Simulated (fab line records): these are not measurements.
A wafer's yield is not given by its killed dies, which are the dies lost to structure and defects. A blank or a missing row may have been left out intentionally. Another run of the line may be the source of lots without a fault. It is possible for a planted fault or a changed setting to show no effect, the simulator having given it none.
fab line records	flow gf180mcu
[record] lots = 13	wafers = 39	last_day = 34
route steps=602 shown M4@462 V4@492
lots that met no fault: taken from a fault-free run of the same line
start_h: start of the lot's first displayed wafer, in hours after the record's first day	wait_h: time in hours since the lot's previous step	" as in the row above	L1.1+2: a row that stands for several wafers	- no value, or no start was given	* or withheld: withheld	< > ~ a bound
route shown NAME@n: NAME is a module with steps in the file, n the number in the route of the first one	usual: average and standard deviation across the fault-free wafers	same: alike in all rows	chamber/n: place in a boat	sites: readings site by site	_std_site: standard deviation of those values	_edge_site: mean of outer sites minus mean of inner sites	radius_mm: how far each site lies from the wafer's centre	mask NAME#n: copy n	behind: the tool/chamber that last shaped the wafer	hold: reason for holding the lot/hours on hold/outcome of the hold	device: transistor that didn't switch, given as n, p or np	end of line: at the end of the route, the tests of the same wafers	a step without rows: its recipe alone	killed: count of dies lost to structure and defects at first sort (not the wafer's yield)	map: a wafer's dies, x killed, . not, _ none there
set.NAME: the run value of the setting; set.NAME@STEP: its run value at that earlier step	model.NAME: the simulator's own value behind a step, which no gauge read
a sample of lots followed through the steps of the route, with each step as a table and each wafer as a row
services: when a tool's chamber went out of use (start_h, in hours from the record's first day, below 0 if earlier), for how many hours, and the reason
[[steps]]
[step GF_M4_THK_MEAS_06]
[recipe] thk_meas_gauge = xrf	reads = AlCu_of_M4_SPUTTER_02
[usual] M4_ALCU_THK = 438/5.5
lot.wafer	tool	chamber	start_h	wait_h	M4_ALCU_THK[nm]
L788.1	film_metro-02	-	527.36	0.1	436
L788.5	"	-	"	"	441
L788.6	"	-	"	"	448
L789.1	film_metro-02	-	530.75	0.1	432
L789.3	"	-	"	"	435
L789.6	"	-	"	"	434
L790.2	film_metro-03	-	546.34	0.1	442
L790.3	"	-	"	"	443
L790.4	"	-	"	"	442
L795.1	film_metro-03	-	581.49	0.1	434
L795.3	"	-	"	"	435
L795.6	"	-	"	"	435
L796.2	film_metro-03	-	587.65	0.1	429
L796.5	"	-	"	"	429
L796.6	"	-	"	"	437
L797.1	film_metro-03	-	601.18	0.1	432
L797.4	"	-	"	"	440
L797.6	"	-	"	"	439
L798.1	film_metro-01	-	614.75	0.1	447
L798.5	"	-	"	"	446
L798.6	"	-	"	"	444
L799.2	film_metro-02	-	615.41	0.1	440
L799.4	"	-	"	"	443
L799.5	"	-	"	"	441
L802.1	film_metro-01	-	633.44	0.1	436
L802.5	"	-	"	"	430
L802.6	"	-	"	"	434
L807.2	film_metro-02	-	671.21	0.1	440
L807.4	"	-	"	"	440
L807.5	"	-	"	"	437
L808.1	film_metro-01	-	683.44	0.1	435
L808.3	"	-	"	"	432
L808.6	"	-	"	"	441
L809.1	film_metro-02	-	684.46	0.1	438
L809.2	"	-	"	"	433
L809.4	"	-	"	"	421
L810.1	film_metro-02	-	690.92	0.1	437
L810.2	"	-	"	"	441
L810.6	"	-	"	"	444
[step GF_V4_ETCH_16]
[recipe] chemistry = N2/H2	target_depth_a = withheld	overetch_a = withheld	time_s = withheld	target = BARC	ion_energy_ev = 200	source_w = 500	bias_w = 100	pressure_mtorr = 30	n2_flow_sccm = 100	h2_flow_sccm = 200
[usual] drypump_motor_current_A = 5.7/0.35	oes_product_au = 0.856/0.0051	rf_fwd_power_W = 495.2/2.3	throttle_valve_pct = 13.225/0.0094
lot.wafer	tool	chamber	start_h	wait_h	drypump_motor_current_A	oes_product_au	rf_fwd_power_W	throttle_valve_pct
L788.1	rie_diel-01	1	573.05	0.0	5.4	0.856	495.5	13.248
L788.5	"	1	"	"	5.4	0.863	496.1	13.226
L788.6	"	2	"	"	5.5	0.863	494.1	13.219
L789.1	rie_diel-02	3	576.37	0.0	5.5	0.857	496.4	13.221
L789.3	"	1	"	"	5.3	0.855	491.2	13.225
L789.6	"	0	"	"	6.2	0.853	496.0	13.211
L790.2	rie_diel-02	1	591.38	0.0	5.3	0.859	492.9	13.228
L790.3	"	0	"	"	6.1	0.854	496.9	13.231
L790.4	"	1	"	"	5.3	0.856	493.4	13.232
L795.1	rie_diel-02	1	623.62	0.0	5.3	0.852	494.5	13.231
L795.3	"	3	"	"	5.5	0.861	496.2	13.218
L795.6	"	1	"	"	5.3	0.858	493.4	13.223
L796.2	rie_diel-03	3	630.47	0.0	5.8	0.854	495.8	13.222
L796.5	"	0	"	"	5.7	0.846	498.0	13.231
L796.6	"	3	"	"	5.8	0.860	498.6	13.222
L797.1	rie_diel-02	2	644.66	0.0	5.9	0.849	494.2	13.228
L797.4	"	3	"	"	5.5	0.855	495.8	13.226
L797.6	"	1	"	"	5.3	0.864	492.9	13.238
L798.1	rie_diel-01	3	656.95	0.0	5.8	0.854	490.1	13.232
L798.5	"	2	"	"	5.4	0.866	496.3	13.218
L798.6	"	1	"	"	5.4	0.850	496.1	13.244
L799.2	rie_diel-03	0	657.33	0.0	5.7	0.854	498.4	13.235
L799.4	"	1	"	"	5.3	0.864	498.4	13.219
L799.5	"	3	"	"	5.8	0.861	497.0	13.214
L802.1	rie_diel-02	1	673.25	0.0	5.3	0.858	494.8	13.212
L802.5	"	1	"	"	5.3	0.863	492.9	13.235
L802.6	"	2	"	"	5.9	0.856	494.1	13.233
L807.2	rie_diel-01	0	710.05	0.0	6.4	0.861	495.8	13.226
L807.4	"	1	"	"	5.4	0.858	499.5	13.241
L807.5	"	3	"	"	5.8	0.844	489.5	13.225
L808.1	rie_diel-01	2	721.81	0.0	5.4	0.860	492.7	13.224
L808.3	"	3	"	"	5.8	0.859	490.6	13.239
L808.6	"	2	"	"	5.4	0.853	493.3	13.223
L809.1	rie_diel-02	0	723.06	0.0	6.2	0.858	498.2	13.229
L809.2	"	3	"	"	5.5	0.859	493.8	13.224
L809.4	"	1	"	"	5.3	0.851	492.9	13.212
L810.1	rie_diel-02	1	728.35	0.0	5.3	0.859	492.8	13.210
L810.2	"	2	"	"	6.0	0.861	496.3	13.230
L810.6	"	2	"	"	5.9	0.853	496.3	13.222
[step GF_V4_ETCH_17]
[recipe] chemistry = C4F8/O2/Ar	mask_material = KrF	target = SiO2	stop_on = TiN	source_w = 1500	bias_w = 1200	pressure_mtorr = 40	c4f8_flow_sccm = withheld	O2_flow_sccm = 6	Ar_flow_sccm = 300	time_s = withheld	target_depth_a = 6300
[usual] oes_product_au = 0.856/0.0048	rf_fwd_power_W = 1493/5.4
lot.wafer	tool	chamber	start_h	wait_h	oes_product_au	rf_fwd_power_W
L788.1	rie_diel-01	1	573	-	0.863	1498
L788.5	"	1	"	"	0.854	1489
L788.6	"	2	"	"	0.864	1495
L789.1	rie_diel-02	3	576	-	0.853	1495
L789.3	"	1	"	"	0.864	1498
L789.6	"	0	"	"	0.856	1497
L790.2	rie_diel-02	1	591	-	0.857	1485
L790.3	"	0	"	"	0.852	1489
L790.4	"	1	"	"	0.861	1499
L795.1	rie_diel-02	1	623	-	0.864	1487
L795.3	"	3	"	"	0.849	1491
L795.6	"	1	"	"	0.856	1490
L796.2	rie_diel-03	3	630	-	0.855	1493
L796.5	"	0	"	"	0.853	1491
L796.6	"	3	"	"	0.852	1496
L797.1	rie_diel-02	2	644	-	0.855	1486
L797.4	"	3	"	"	0.855	1486
L797.6	"	1	"	"	0.842	1494
L798.1	rie_diel-01	3	656	-	0.864	1495
L798.5	"	2	657	-	0.862	1497
L798.6	"	1	"	"	0.855	1500
L799.2	rie_diel-03	0	657	-	0.848	1497
L799.4	"	1	"	"	0.863	1499
L799.5	"	3	"	"	0.851	1506
L802.1	rie_diel-02	1	673	-	0.857	1485
L802.5	"	1	"	"	0.861	1487
L802.6	"	2	"	"	0.856	1491
L807.2	rie_diel-01	0	710	-	0.850	1495
L807.4	"	1	"	"	0.861	1496
L807.5	"	3	"	"	0.854	1731
L808.1	rie_diel-01	2	721	-	0.848	1499
L808.3	"	3	"	"	0.859	1721
L808.6	"	2	"	"	0.856	1503
L809.1	rie_diel-02	0	723	-	0.857	1489
L809.2	"	3	"	"	0.860	1489
L809.4	"	1	"	"	0.857	1484
L810.1	rie_diel-02	1	728	-	0.857	1485
L810.2	"	2	"	"	0.860	1486
L810.6	"	2	"	"	0.855	1497
[step GF_V4_SPUTTER_21]
[recipe] material = Ti	target_thk_nm = 15	chamber_pressure_pa = 5	power_w = 2500	substrate_temp_c = 200	time_s = 80.02
[usual] throttle_valve_pct = 30.0/1.2
lot.wafer	tool	chamber	start_h	wait_h	throttle_valve_pct
L788.1	pvd_sputter-02	-	573.72	0.0	29.5
L788.5	"	-	"	"	27.9
L788.6	"	-	"	"	30.5
L789.1	pvd_sputter-03	-	577.03	0.0	33.3
L789.3	"	-	"	"	30.8
L789.6	"	-	"	"	30.8
L790.2	pvd_sputter-01	-	592.05	0.0	30.0
L790.3	"	-	"	"	29.6
L790.4	"	-	"	"	31.3
L795.1	pvd_sputter-03	-	624.31	0.0	30.7
L795.3	"	-	"	"	30.3
L795.6	"	-	"	"	33.1
L796.2	pvd_sputter-01	-	631.16	0.0	29.7
L796.5	"	-	"	"	30.9
L796.6	"	-	"	"	29.3
L797.1	pvd_sputter-01	-	645.37	0.0	31.1
L797.4	"	-	"	"	30.7
L797.6	"	-	"	"	29.6
L798.1	pvd_sputter-03	-	657.72	0.0	30.5
L798.5	"	-	"	"	30.8
L798.6	"	-	"	"	30.5
L799.2	pvd_sputter-02	-	658.10	0.0	28.6
L799.4	"	-	"	"	30.3
L799.5	"	-	"	"	28.9
L802.1	pvd_sputter-02	-	673.91	0.0	30.3
L802.5	"	-	"	"	30.3
L802.6	"	-	"	"	27.9
L807.2	pvd_sputter-03	-	710.73	0.0	30.5
L807.4	"	-	"	"	30.6
L807.5	"	-	"	"	28.7
L808.1	pvd_sputter-02	-	722.51	0.0	28.4
L808.3	"	-	"	"	30.7
L808.6	"	-	"	"	30.1
L809.1	pvd_sputter-02	-	723.73	0.0	27.8
L809.2	"	-	"	"	29.6
L809.4	"	-	"	"	30.4
L810.1	pvd_sputter-02	-	729.01	0.0	27.8
L810.2	"	-	"	"	29.8
L810.6	"	-	"	"	27.6
[[services]]
tool	chamber	start_h	hours	kind
rie_diel-03	0	551.66	10.7	repair
rie_diel-03	-	553.15	4.0	repair
rie_diel-03	1	554.30	4.4	repair
rie_diel-01	-	564.63	0.9	repair
rie_diel-02	-	565.33	0.5	repair
rie_diel-03	-	573.87	15.6	pm
rie_diel-01	2	574.35	7.9	repair
rie_diel-01	-	576.40	0.5	repair
rie_diel-02	1	582.64	5.6	repair
rie_diel-02	3	583.86	10.8	repair
pvd_sputter-03	-	597.82	0.7	repair
rie_diel-01	0	607.86	22.4	repair
rie_diel-02	2	627.29	5.4	repair
rie_diel-02	0	646.44	8.2	repair
rie_diel-03	2	655.50	4.9	repair
rie_diel-02	0	679.09	3.4	repair
rie_diel-02	0	683.19	14.5	repair
rie_diel-01	2	709.50	3.9	repair
pvd_sputter-01	-	727.12	3.4	repair
[[key]]
[first_sign] step = GF_V4_ETCH_17	reading = rf_fwd_power_W	direction = up	sigmas = 43	usual = 1493	struck = 1726
effect none on later readings
met_at GF_V4_ETCH_17
struck_lots L807,L808
struck_wafers L807.5,L808.3
not_acting_at GF_M4_THK_MEAS_06,GF_V4_ETCH_16,GF_V4_SPUTTER_21
onset_between 656 710
[fault] kind = process_parameter_drift	tool = rie_diel-01	chamber = 3	onset_h = 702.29	steps = GF_V4_ETCH_17	channel = source_w	offset = 240	shape = step	end_h = 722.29	acts_in = these_recipes_only	stated = 1500
